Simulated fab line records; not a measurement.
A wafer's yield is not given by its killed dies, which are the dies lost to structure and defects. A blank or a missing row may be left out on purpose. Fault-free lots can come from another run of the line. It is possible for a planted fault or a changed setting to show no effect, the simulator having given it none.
Matching of chambers ; flow sfqLine ; SFQ_TRILAYER_I1_CMP_CMP_046 on cmp-02 has 4 sister chambers
The step polishes SiO2. 4 wafers are shown with their chamber, then 8 later ones without.

EACH WAFER AND ITS CHAMBER
wafer;chamber;motorCurrentA (A)
L169.1;1;10.1
L170.4;2;11.5
L170.5;3;10.6
L171.3;0;8.5

WAFERS WITH NO CHAMBER GIVEN
wafer;motorCurrentA (A)
L171.4;11.0
L171.6;12.2
L172.4;11.8
L172.1;10.2
L172.5;10.7
L173.2;11.3
L173.3;10.8
L173.5;9.1

CHAMBER TAKEN BY EACH
wafer;from the rows above;in truth
L171.4;can't be placed: 3 or 2 or 1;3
L171.6;2;2
L172.4;2;2
L172.1;can't be placed: 1 or 3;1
L172.5;can't be placed: 3 or 1 or 2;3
L173.2;can't be placed: 2 or 3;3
L173.3;can't be placed: 3 or 2 or 1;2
L173.5;can't be placed: 0 or 1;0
Placed correctly: 2 of 8. Cannot be placed on the basis of these rows: 6; the candidates contain the true chamber in 6. Wrongly placed: 0.
How it was worked out, from the rows above alone: a wafer's distance from a chamber is the root of the sum, over the readings, of the square of ((its reading less the chamber's mean) divided by the reading's scatter). The wafer belongs to the nearest chamber; if the next one is less than 2 further off, it can't be placed. The mean given for a chamber averages the wafers shown for that chamber. The scatter: with one shown wafer a chamber, the root of the mean of the squares of how far each hidden wafer lies from its nearest shown one.
